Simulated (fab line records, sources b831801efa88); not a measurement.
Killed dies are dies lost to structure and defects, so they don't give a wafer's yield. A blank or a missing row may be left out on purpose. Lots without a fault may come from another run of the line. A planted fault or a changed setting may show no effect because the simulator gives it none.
Chamber matching | flow sky130 | SKY_PASSIVATION_CVD_02 on pecvd-01: 3 sister chambers
The step deposits Si3N4, target thk 540 nm. 3 wafers are shown with their chamber, then 8 later ones without.

WAFERS WITH THEIR CHAMBER
wafer  | chamber | heater_power_w (W)
L087.6 | 1       | 630
L089.6 | 2       | 783
L093.3 | 0       | 859

WAFERS WITHOUT THEIR CHAMBER
wafer  | heater_power_w (W)
L093.4 | 807
L093.6 | 790
L095.1 | 843
L095.5 | 649
L095.6 | 654
L097.1 | 749
L097.4 | 739
L097.5 | 719

WHICH CHAMBER EACH WENT THROUGH
wafer  | from the rows above     | in truth
L093.4 | can't be placed: 2 or 0 | 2
L093.6 | can't be placed: 2 or 0 | 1
L095.1 | can't be placed: 0 or 2 | 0
L095.5 | 1                       | 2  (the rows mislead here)
L095.6 | 1                       | 1
L097.1 | 2                       | 2
L097.4 | can't be placed: 2 or 1 | 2
L097.5 | can't be placed: 2 or 1 | 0
Placed correctly: 2 of 8. Can't be placed from these rows: 5 (the true chamber is among the candidates in 3). Placed wrongly: 1.
How it was worked out, from the rows above alone: a wafer's distance from a chamber is the root of the sum, over the readings, of the square of ((its reading less the chamber's mean) divided by the reading's scatter). The wafer belongs to the nearest chamber; if the next one is less than 2 further off, it can't be placed. A chamber's mean is the mean of its shown wafers. The scatter: with one shown wafer a chamber, the root of the mean of the squares of how far each hidden wafer lies from its nearest shown one.
